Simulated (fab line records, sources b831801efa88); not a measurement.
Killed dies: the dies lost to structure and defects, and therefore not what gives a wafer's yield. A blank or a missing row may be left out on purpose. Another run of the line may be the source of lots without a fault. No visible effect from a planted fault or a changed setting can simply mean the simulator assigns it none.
fab line records | flow sky130
[record] lots = 15 | wafers = 45 | lastDay = 50
route steps=708 shown LDD_N@251 LDD_HVN@274 LDD_HVP@287 SD_P@328
lots with no fault: from the same line, run without faults
startH: start of the lot's first displayed wafer, in hours after the record's first day | waitH: how many hours have passed since the lot's step before this one | " same as the row above | L1.1+2: a single row standing in for several wafers | - no value, or no start was given | * or withheld: withheld | < > ~ a bound
route shown NAME@n: NAME is a module with steps in the file, n the number in the route of the first one | usual: mean/standard deviation of fault-free wafers | same: alike in all rows | chamber/n: place in a boat | sites: per-site readings | _std_site: the values' standard deviation | _edge_site: outer sites' mean less inner sites' | radiusMm: for every site, how far away it sits from the centre of the wafer | mask NAME#n: copy n | behind: the tool/chamber that last shaped the wafer | hold: what put the lot on hold/how long, in hours/how the hold closed | device: names the non-switching transistor (n, p or np) | end of line: at the end of the route, the tests of the same wafers | a step without rows: its recipe alone | killed: not the wafer's yield, but the dies lost to structure and defects at the first sort | map: a wafer's dies, x killed, . not, _ none there
set.NAME: the setting that was run; set.NAME@STEP: the one run at that earlier step | model.NAME: the simulator's own value behind a step, which no gauge read
steps of the route over a sample of lots; a table a step, a row a wafer
services: from which hour (startH, from the record's first day; less than 0 if before it) a tool's chamber was out of use, for how many hours, and why
[[steps]]
[step SKY_LDD_N_IMPLANT_14]
[recipe] species = BF2 | energyKev = 50 | doseCm2 = 5e+12 | tiltDeg = 30 | rotationDeg = 180
[usual] beamEnergyKeV = 49.999/0.016 | beamOnS = 9.99/0.2 | faradayCurrentUA = 28.2/0.56 | rotationDeg = 180.00/0.047
lot.wafer | tool         | chamber | startH | waitH | beamEnergyKeV | beamOnS | faradayCurrentUA | rotationDeg
L350.2    | implanter-02 | 0       | 408.01 | 0.1   | 49.995        | 10.24   | 27.5             | 180.01
L350.3    | "            | 0       | "      | "     | 49.987        | 10.41   | 27.1             | 180.06
L350.6    | "            | 0       | "      | "     | 49.983        | 9.99    | 28.1             | 180.07
L351.3    | implanter-04 | 0       | 421.94 | 0.1   | 50.011        | 9.74    | 28.9             | 180.03
L351.4    | "            | 0       | "      | "     | 50.000        | 10.06   | 28.0             | 180.05
L351.6    | "            | 0       | "      | "     | 50.011        | 9.84    | 28.7             | 180.03
L353.1    | implanter-02 | 0       | 438.94 | 0.1   | 50.021        | 9.89    | 28.3             | 179.89
L353.2    | "            | 0       | "      | "     | 50.025        | 10.29   | 27.4             | 180.06
L353.3    | "            | 0       | "      | "     | 50.001        | 9.80    | 28.6             | 179.94
L354.2    | implanter-04 | 0       | 459.82 | 0.1   | 50.014        | 9.89    | 28.4             | 179.98
L354.3    | "            | 0       | "      | "     | 49.987        | 10.09   | 28.0             | 180.02
L354.4    | "            | 0       | "      | "     | 50.007        | 10.10   | 27.8             | 180.00
L355.2    | implanter-03 | 0       | 476.06 | 0.1   | 50.010        | 10.45   | 27.1             | 180.01
L355.3    | "            | 0       | "      | "     | 50.023        | 10.18   | 27.7             | 179.92
L355.6    | "            | 0       | "      | "     | 49.997        | 9.87    | 28.7             | 179.98
L356.3    | implanter-02 | 0       | 476.39 | 0.1   | 49.996        | 9.86    | 28.6             | 179.97
L356.4    | "            | 0       | "      | "     | 49.980        | 9.64    | 29.2             | 180.00
L356.6    | "            | 0       | "      | "     | 49.978        | 10.13   | 27.8             | 180.03
L358.1    | implanter-03 | 0       | 481.80 | 0.1   | 49.994        | 9.97    | 28.2             | 179.99
L358.2    | "            | 0       | "      | "     | 49.980        | 9.92    | 28.5             | 180.01
L358.3    | "            | 0       | "      | "     | 50.009        | 10.25   | 27.6             | 180.05
L359.2    | implanter-03 | 0       | 485.51 | 0.1   | 50.009        | 10.11   | 27.9             | 179.95
L359.3    | "            | 0       | "      | "     | 49.999        | 9.97    | 28.3             | 179.96
L359.5    | "            | 0       | "      | "     | 50.008        | 10.03   | 28.0             | 180.02
L360.3    | implanter-02 | -       | 497.79 | 0.1   | -             | -       | -                | -
L360.5    | "            | -       | "      | "     | -             | -       | -                | -
L360.6    | "            | -       | "      | "     | -             | -       | -                | -
L361.3    | implanter-02 | -       | 507.15 | 0.1   | -             | -       | -                | -
L361.5    | "            | -       | "      | "     | -             | -       | -                | -
L361.6    | "            | -       | "      | "     | -             | -       | -                | -
L362.1    | implanter-04 | -       | 512.40 | 0.1   | -             | -       | -                | -
L362.2    | "            | -       | "      | "     | -             | -       | -                | -
L362.5    | "            | -       | "      | "     | -             | -       | -                | -
L367.4    | implanter-02 | 0       | 575.16 | 0.1   | 50.012        | 9.57    | 29.4             | 179.87
L367.5    | "            | 0       | "      | "     | 50.021        | 10.12   | 27.9             | 180.04
L367.6    | "            | 0       | "      | "     | 50.039        | 10.08   | 28.1             | 180.04
L368.2    | implanter-04 | 0       | 576.86 | 0.1   | 49.993        | 10.24   | 27.6             | 179.94
L368.5    | "            | 0       | "      | "     | 49.994        | 9.91    | 28.4             | 179.97
L368.6    | "            | 0       | "      | "     | 50.003        | 10.24   | 27.5             | 179.96
L369.1    | implanter-02 | 0       | 576.99 | 0.1   | 50.017        | 9.88    | 28.5             | 179.98
L369.4    | "            | 0       | "      | "     | 50.000        | 10.29   | 27.5             | 180.00
L369.5    | "            | 0       | "      | "     | 49.981        | 10.19   | 27.7             | 180.00
L370.3    | implanter-04 | 0       | 584.30 | 0.1   | 49.985        | 9.60    | 29.4             | 179.99
L370.4    | "            | 0       | "      | "     | 50.012        | 10.08   | 27.9             | 179.95
L370.6    | "            | 0       | "      | "     | 49.998        | 10.01   | 28.1             | 179.93
[step SKY_LDD_HVN_OVL_MEAS_07]
[usual] LDD_HVN_OVL = -1.1/1.5
lot.wafer | tool       | chamber | startH | waitH | LDD_HVN_OVL[nm]
L350.2    | overlay-02 | -       | 469.56 | 0.1   | 0.0
L350.3    | "          | -       | "      | "     | -0.3
L350.6    | "          | -       | "      | "     | -0.1
L351.3    | overlay-02 | -       | 484.03 | 0.1   | -4.1
L351.4    | "          | -       | "      | "     | -3.1
L351.6    | "          | -       | "      | "     | -4.7
L353.1    | overlay-02 | -       | 501.11 | 0.1   | -0.4
L353.2    | "          | -       | "      | "     | -0.5
L353.3    | "          | -       | "      | "     | -1.8
L354.2    | overlay-01 | -       | 519.71 | 0.1   | -1.9
L354.3    | "          | -       | "      | "     | -1.9
L354.4    | "          | -       | "      | "     | -2.4
L355.2    | overlay-01 | -       | 535.32 | 0.1   | -1.3
L355.3    | "          | -       | "      | "     | -1.7
L355.6    | "          | -       | "      | "     | -2.0
L356.3    | overlay-01 | -       | 536.61 | 0.1   | -1.6
L356.4    | "          | -       | "      | "     | -3.6
L356.6    | "          | -       | "      | "     | -0.9
L358.1    | overlay-01 | -       | 540.10 | 0.1   | -0.3
L358.2    | "          | -       | "      | "     | -2.5
L358.3    | "          | -       | "      | "     | -1.2
L359.2    | overlay-01 | -       | 545.73 | 0.1   | -3.1
L359.3    | "          | -       | "      | "     | -1.7
L359.5    | "          | -       | "      | "     | -2.9
L367.4    | overlay-02 | -       | 633.72 | 0.1   | -1.8
L367.5    | "          | -       | "      | "     | -1.2
L367.6    | "          | -       | "      | "     | -0.7
L368.2    | overlay-02 | -       | 634.61 | 0.1   | -1.3
L368.5    | "          | -       | "      | "     | -0.8
L368.6    | "          | -       | "      | "     | -2.0
L369.1    | overlay-02 | -       | 635.36 | 0.1   | -1.9
L369.4    | "          | -       | "      | "     | 0.1
L369.5    | "          | -       | "      | "     | -2.5
L370.3    | overlay-02 | -       | 643.18 | 0.1   | -2.3
L370.4    | "          | -       | "      | "     | -3.8
L370.6    | "          | -       | "      | "     | -2.7
[step SKY_LDD_HVP_STRIP_09]
[recipe] chemistry = O2/N2 | powerW = 1400 | pressureMtorr = 1500 | platenTempC = withheld | o2FlowSccm = 3000 | n2FlowSccm = 300 | overashFraction = 0.5
[usual] drypumpMotorCurrentA = 6.0/0.34 | oesProductAu = 0.409/0.0048 | stripTimeToEndpointS = 4.129/0.014
lot.wafer | tool           | chamber | startH | waitH | drypumpMotorCurrentA | oesProductAu | rfHoursCounterH | stripTimeToEndpointS
L350.2    | plasmaAsher-03 | 1       | 499.99 | 0.1   | 6.2                  | 0.410        | 66              | 4.135
L350.3    | "              | 1       | "      | "     | 6.2                  | 0.413        | -               | 4.151
L350.6    | "              | 0       | "      | "     | 6.2                  | 0.408        | -               | 4.131
L351.3    | plasmaAsher-03 | 1       | 513.84 | 0.1   | 6.2                  | 0.410        | -               | 4.138
L351.4    | "              | 0       | "      | "     | 6.1                  | 0.409        | -               | 4.125
L351.6    | "              | 0       | "      | "     | 6.2                  | 0.408        | -               | 4.115
L353.1    | plasmaAsher-03 | 1       | 531.59 | 0.1   | 6.2                  | 0.409        | 69              | 4.166
L353.2    | "              | 0       | "      | "     | 6.2                  | 0.411        | 69              | 4.154
L353.3    | "              | 1       | "      | "     | 6.2                  | 0.413        | -               | 4.143
L354.2    | plasmaAsher-02 | 1       | 550.84 | 0.1   | 6.2                  | 0.409        | 43              | 4.168
L354.3    | "              | 0       | "      | "     | 5.2                  | 0.404        | -               | 4.135
L354.4    | "              | 1       | "      | "     | 6.2                  | 0.406        | -               | 4.131
L355.2    | plasmaAsher-04 | 0       | 565.26 | 0.1   | 5.7                  | 0.410        | 13              | 4.137
L355.3    | "              | 0       | "      | "     | 5.8                  | 0.415        | -               | 4.105
L355.6    | "              | 0       | "      | "     | 5.8                  | 0.416        | -               | 4.145
L356.3    | plasmaAsher-02 | 0       | 566.82 | 0.1   | 5.1                  | 0.418        | -               | 4.121
L356.4    | "              | 1       | "      | "     | 6.2                  | 0.409        | -               | 4.128
L356.6    | "              | 0       | "      | "     | 5.2                  | 0.402        | -               | 4.117
L358.1    | plasmaAsher-03 | 0       | 570.36 | 0.1   | 6.1                  | 0.411        | 72              | 4.121
L358.2    | "              | 1       | "      | "     | 6.2                  | 0.410        | 72              | 4.130
L358.3    | "              | 1       | "      | "     | 6.2                  | 0.408        | -               | 4.128
L359.2    | plasmaAsher-02 | 1       | 575.29 | 0.1   | 6.2                  | 0.406        | 46              | 4.172
L359.3    | "              | 1       | "      | "     | 6.2                  | 0.412        | -               | 4.131
L359.5    | "              | 0       | "      | "     | 5.1                  | 0.409        | -               | 4.140
L367.4    | plasmaAsher-04 | 0       | 661.67 | 0.1   | 5.7                  | 0.409        | -               | 4.134
L367.5    | "              | 1       | "      | "     | 6.0                  | 0.410        | -               | 4.137
L367.6    | "              | 0       | "      | "     | 5.7                  | 0.401        | -               | 4.128
L368.2    | plasmaAsher-02 | 0       | 662.84 | 0.1   | 5.2                  | 0.404        | 55              | 4.132
L368.5    | "              | 0       | "      | "     | 5.1                  | 0.412        | -               | 4.137
L368.6    | "              | 1       | "      | "     | 6.2                  | 0.420        | -               | 4.133
L369.1    | plasmaAsher-04 | 1       | 663.14 | 0.1   | 6.0                  | 0.408        | 23              | 4.138
L369.4    | "              | 1       | "      | "     | 6.0                  | 0.422        | -               | 4.159
L369.5    | "              | 0       | "      | "     | 5.7                  | 0.410        | -               | 4.147
L370.3    | plasmaAsher-02 | 1       | 671.19 | 0.1   | 6.2                  | 0.404        | -               | 4.130
L370.4    | "              | 0       | "      | "     | 5.2                  | 0.401        | -               | 4.131
L370.6    | "              | 0       | "      | "     | 5.1                  | 0.407        | -               | 4.135
[step SKY_SD_P_OVL_MEAS_08]
[usual] SD_P_OVL = 0.4/1.1
lot.wafer | tool       | chamber | startH | waitH | SD_P_OVL[nm]
L350.2    | overlay-02 | -       | 591.40 | 0.1   | -0.4
L350.3    | "          | -       | "      | "     | 0.7
L350.6    | "          | -       | "      | "     | -0.6
L351.3    | overlay-01 | -       | 605.29 | 0.1   | 0.2
L351.4    | "          | -       | "      | "     | -0.3
L351.6    | "          | -       | "      | "     | -0.2
L353.1    | overlay-02 | -       | 622.53 | 0.1   | -1.5
L353.2    | "          | -       | "      | "     | 1.3
L353.3    | "          | -       | "      | "     | 1.3
L354.2    | overlay-01 | -       | 640.33 | 0.1   | 2.3
L354.3    | "          | -       | "      | "     | 2.1
L354.4    | "          | -       | "      | "     | 1.3
L355.2    | overlay-02 | -       | 652.58 | 0.1   | -0.7
L355.3    | "          | -       | "      | "     | 1.4
L355.6    | "          | -       | "      | "     | 0.0
L356.3    | overlay-01 | -       | 654.63 | 0.1   | 0.8
L356.4    | "          | -       | "      | "     | 0.3
L356.6    | "          | -       | "      | "     | 0.3
L358.1    | overlay-02 | -       | 658.18 | 0.1   | 1.2
L358.2    | "          | -       | "      | "     | 0.8
L358.3    | "          | -       | "      | "     | -1.1
L359.2    | overlay-01 | -       | 662.02 | 0.1   | 0.1
L359.3    | "          | -       | "      | "     | 0.9
L359.5    | "          | -       | "      | "     | 0.5
L367.4    | overlay-02 | -       | 747.06 | 0.1   | 0.0
L367.5    | "          | -       | "      | "     | -1.5
L367.6    | "          | -       | "      | "     | -1.1
L368.2    | overlay-02 | -       | 748.90 | 0.1   | 1.9
L368.5    | "          | -       | "      | "     | -0.4
L368.6    | "          | -       | "      | "     | 0.1
L369.1    | overlay-02 | -       | 749.72 | 0.1   | 1.0
L369.4    | "          | -       | "      | "     | 0.9
L369.5    | "          | -       | "      | "     | 0.5
L370.3    | overlay-01 | -       | 755.30 | 0.1   | -0.9
L370.4    | "          | -       | "      | "     | 0.6
L370.6    | "          | -       | "      | "     | 1.0
[[services]]
tool           | chamber | startH | hours | kind
implanter-02   | -       | 399.87 | 3.8   | pm
implanter-03   | -       | 405.99 | 1.3   | repair
plasmaAsher-03 | -       | 414.37 | 14.3  | repair
plasmaAsher-04 | -       | 421.25 | 9.0   | pm
plasmaAsher-04 | 0       | 421.25 | 9.0   | ventCycle
plasmaAsher-04 | 1       | 421.25 | 9.0   | ventCycle
implanter-04   | -       | 422.54 | 3.0   | pm
plasmaAsher-04 | 0       | 430.25 | -     | clean
plasmaAsher-04 | 1       | 430.25 | -     | clean
implanter-04   | -       | 434.55 | 1.2   | repair
implanter-02   | -       | 444.02 | 4.9   | pm
implanter-02   | -       | 456.54 | 6.3   | repair
plasmaAsher-02 | -       | 470.61 | 3.7   | repair
implanter-04   | -       | 475.26 | 3.5   | repair
plasmaAsher-04 | -       | 513.86 | 2.8   | repair
implanter-03   | -       | 558.72 | 3.1   | pm
plasmaAsher-03 | -       | 565.38 | 2.8   | pm
implanter-03   | -       | 571.96 | 2.7   | repair
plasmaAsher-03 | -       | 582.89 | 2.7   | repair
plasmaAsher-03 | -       | 630.04 | 1.9   | repair
implanter-02   | -       | 634.52 | 167.2 | pm
[[key]]
[firstSign] step = SKY_LDD_N_IMPLANT_14 | reading = toolRecord | direction = missing
effect none on later readings
metAt SKY_LDD_N_IMPLANT_14
struckLots L360,L361,L362
laterRowsLeftOut L360.3,L360.5,L360.6,L361.3,L361.5,L361.6,L362.1,L362.2,L362.5
sortLeftOut L360.3,L360.5,L360.6,L361.3,L361.5,L361.6,L362.1,L362.2,L362.5
testerLeftOut L360,L361,L362
notActingAt SKY_LDD_HVN_OVL_MEAS_07,SKY_LDD_HVP_STRIP_09,SKY_SD_P_OVL_MEAS_08
onsetBetween 476.39 497.79
[fault] kind = skippedStepWhole | tool = implanter-02,implanter-04 | chamber = - | onsetH = 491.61 | steps = SKY_LDD_N_IMPLANT_14 | scope = struckLotsOnly
// testerLeftOut: of these lots the tester's yield and bins aren't shown, on N5 and GAA mostly nor the transistor test; their killed dies are dies lost to structure and defects alone, not to doping, threshold or leakage, so they don't give the yield
// sortLeftOut: the simulated sort isn't trusted on such a fault, so these wafers' sort isn't shown, and their yield isn't known
// laterRowsLeftOut: the simulator's readings of these wafers behind a module that went badly wrong aren't trusted and aren't shown, but for the sort
